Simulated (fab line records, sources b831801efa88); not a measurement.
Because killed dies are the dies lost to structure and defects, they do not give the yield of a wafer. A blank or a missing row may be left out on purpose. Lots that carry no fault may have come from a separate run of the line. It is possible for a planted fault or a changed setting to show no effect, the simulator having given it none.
Struck lot and sound lot, side by side + flow sky130 + 43 steps out of a route of 708
Sound: the wafers L379.3, L379.5, L379.6. Struck: wafers L392.3, L392.5 (left out: L392.1, a lot-mate that was not struck); the cause follows at the end.
Each step with rows lists, per side, the tool, then ch with its chambers, then its first start. Under that, the readings that differ: sound wafers + struck wafers + difference of the means + sigmas: that difference in standard deviations of wafers without a fault.
alike: readings whose means differ by less than 2 such deviations, and words and numbers that are the same on both sides. not compared: withheld readings, readings that some wafer has no value for, bounds like >300 that may hide the same value, and numbers for which the record gives no deviation and whose values overlap.
A row with sigmas, a row that says differs or no value, or rows on one side alone: a step with any of these is where the two part. Numbers that have no deviation but don't overlap get no sigmas and don't part them. Lack of a reading on every wafer of one side parts them only where that side has two or more wafers.

first, 1 step without rows for these wafers: SKY_VIA3_ETCH_15 (etches SiO2 in C4F8/O2/Ar, stops on TiN, target depth 507 nm, time 78 s).
SKY_VIA3_STRIP_16: strips in O2/N2.
  sound on plasma asher-02 ch 0,1, day 40 13:34; struck on plasma asher-02 ch 0,1, day 44 11:32
  alike: drypump motor current A, oes product au, strip time to endpoint s
  not compared: rf hours counter h
then, 3 steps without rows for these wafers: SKY_VIA3_STRIP_17 (strips in post etch residue remover, time 1200 s); SKY_VIA3_CLEAN_18 (cleans in IPA, time 180 s); SKY_VIA3_CLEAN_19 (cleans in O3/DIW).
SKY_VIA3_SPUTTER_20: material TiN, target thk 20 nm, time 80 s.
  sound: pvd sputter-02 at day 40 14:08; struck: pvd sputter-04 at day 44 12:07
  alike: throttle valve pct
then, 1 step without rows for these wafers: SKY_VIA3_CVD_21 (deposits W, target thk 390 nm, time 117.31 s).
SKY_VIA3_RS_MEAS_22: the measuring method here is four-point-probe.
  sound: film metro-03 at day 40 14:21; struck: film metro-03 at day 44 12:18
  alike: VIA3_W_RS
SKY_VIA3_THK_MEAS_23: measures by xrf.
  sound: film metro-03 at day 40 14:27; struck: film metro-03 at day 44 12:25
  alike: VIA3_W_THK
then, 3 steps without rows for these wafers: SKY_VIA3_CMP_24 (polishes, stops on SiO2, t overpolish 20 s, target thk 0 nm); SKY_METAL4_SPUTTER_00 (material Ti, target thk 15 nm, time 10 s); SKY_METAL4_SPUTTER_01 (material TiN, target thk 20 nm, time 16.7 s).
SKY_METAL4_SPUTTER_02: material AlCu, target thk 735 nm, time 39.1 s.
  sound: pvd sputter-01 at day 40 14:50; struck: pvd sputter-04 at day 44 12:51
  alike: throttle valve pct
then, 1 step without rows for these wafers: SKY_METAL4_SPUTTER_03 (material Ti, target thk 5 nm, time 3.3 s).
SKY_METAL4_SPUTTER_04: material TiN, target thk 70 nm, time 58.3 s.
  sound: pvd sputter-01 at day 40 14:54; struck: pvd sputter-04 at day 44 12:55
  alike: throttle valve pct
SKY_CAP2M_CVD_00: deposits SiO2, target thk 15.5 nm.
  sound on pecvd-01 ch 1,2, day 40 14:57; struck on pecvd-01 ch 0, day 44 12:58
  alike: heater power w
SKY_CAP2M_THK_MEAS_01:
  sound: film metro-04 at day 40 14:59; struck: film metro-04 at day 44 12:59
  alike: CAP2M_CVD_00_THK
then, 1 step without rows for these wafers: SKY_CAP2M_SPUTTER_02 (material TiN, target thk 200 nm, time 166.7 s).
SKY_CAP2M_RS_MEAS_03: the measuring method here is four-point-probe.
  sound: film metro-02 at day 40 15:11; struck: film metro-04 at day 44 13:09
  alike: CAP2M_TIN_RS
SKY_CAP2M_THK_MEAS_04: measures by xrf.
  sound: film metro-02 at day 40 15:17; struck: film metro-04 at day 44 13:16
  alike: CAP2M_TIN_THK
then, 7 steps without rows for these wafers: SKY_CAP2M_DEHYDRATE_05 (time 60 s); SKY_CAP2M_HMDS_06 (prime time 60 s); SKY_CAP2M_COAT_07 (resist thk 1140 nm); SKY_CAP2M_SOFTBAKE_08 (time 60 s); SKY_CAP2M_EXPOSE_09 (exposes mask CAP2M, target cd 1000 nm); SKY_CAP2M_PEB_10; SKY_CAP2M_DEVELOP_11 (develop time 60 s).
SKY_CAP2M_OVL_MEAS_12:
  sound: overlay-02 at day 41 14:58; struck: overlay-01 at day 45 11:01
  alike: CAP2M_OVL
then, 1 step without rows for these wafers: SKY_CAP2M_METAL_ETCH_13 (etches TiN in Cl2/BCl3, stops on SiO2, target depth 220 nm, time 62.9 s).
SKY_CAP2M_STRIP_14: strips in O2/N2.
  sound on plasma asher-04 ch 0,1, day 41 15:06; struck on plasma asher-04 ch 1, day 45 11:08
  alike: drypump motor current A, oes product au, strip time to endpoint s
  not compared: rf hours counter h
then, 11 steps without rows for these wafers: SKY_CAP2M_STRIP_15 (strips in post etch residue remover, time 1200 s); SKY_CAP2M_CLEAN_16 (cleans in IPA, time 180 s); SKY_CAP2M_CLEAN_17 (cleans in O3/DIW); SKY_METAL4_DEHYDRATE_05 (time 60 s); SKY_METAL4_HMDS_06 (prime time 60 s); SKY_METAL4_COAT_07 (resist thk 60 nm); SKY_METAL4_COAT_08 (resist thk 1140 nm); SKY_METAL4_SOFTBAKE_09 (time 90 s); SKY_METAL4_EXPOSE_10 (exposes mask MM4, target cd 300 nm); SKY_METAL4_PEB_11; SKY_METAL4_DEVELOP_12 (develop time 60 s).
SKY_METAL4_CD_MEAS_13 targets a cd of 300 nm.
  sound: cd sem-01 at day 42 15:46; struck: cd sem-02 at day 46 08:48
| reading    | sound             | struck      | difference | sigmas |
|------------|-------------------|-------------|------------|--------|
| cd nm (nm) | 298.4 298.4 297.5 | 301.7 301.3 | +3.4       | +2     |
-- the record jumps here: 3 days lie between the struck wafers' starts before and after (it left off in module METAL4 and takes up again in module PAD_OPEN, whose first step shown is number 708 of the route) --
SKY_PAD_OPEN_PROBE_99:
  sound: prober-01 at day 46 13:17; struck: prober-01 at day 49 17:40
| reading                               | sound             | struck      | difference | sigmas |
|---------------------------------------|-------------------|-------------|------------|--------|
| defect limited yield (%)              | 86.0 85.2 81.1    | 78.0 72.2   | -9.0       | -4     |
| killed_at_M4_up                       | 2 2 0             | 43 41       | +41        | +24    |
| killed dies                           | 69 73 93          | 108 137     | +44        | +5     |
| killed on rim                         | 11 13 20          | 20 33       | +12        | +3     |
| sort_bin_3_pad_short (%)              | 0 0.6 1.2         | 3.9 4.3     | +3.5       | +8     |
| sort_bin_5_function (%)               | 8.9 8.9 11.4      | 13.4 16.3   | +5.1       | +3     |
| sort n pass                           | 423 419 399       | 384 355     | -44        | -5     |
| sort yield pct (%)                    | 86.0 85.2 81.1    | 78.0 72.2   | -9.0       | -4     |
| model.etest.tester.sort n pass        | 423 419 399       | 384 355     | -44        |        |
| model.etest.tester.sort yield pct (%) | 85.98 85.16 81.1  | 78.05 72.15 | -8.98      |        |
| model.etest.tester.sort_bin_5_pct (%) | 8.943 8.943 11.38 | 13.41 16.26 | +5.08      |        |
| model.etest.tester.sort_bin_3_pct (%) | 0 0.6098 1.22     | 3.862 4.268 | +3.455     |        |
  alike: killed_at_M0_to_M3, killed at contacts, killed at front end, killed at other, killed open, killed short, sort_bin_6_memory

WHERE THEY PART
First at SKY_METAL4_CD_MEAS_13; last, within this record, at SKY_PAD_OPEN_PROBE_99.

WHY: the cause the simulator had injected
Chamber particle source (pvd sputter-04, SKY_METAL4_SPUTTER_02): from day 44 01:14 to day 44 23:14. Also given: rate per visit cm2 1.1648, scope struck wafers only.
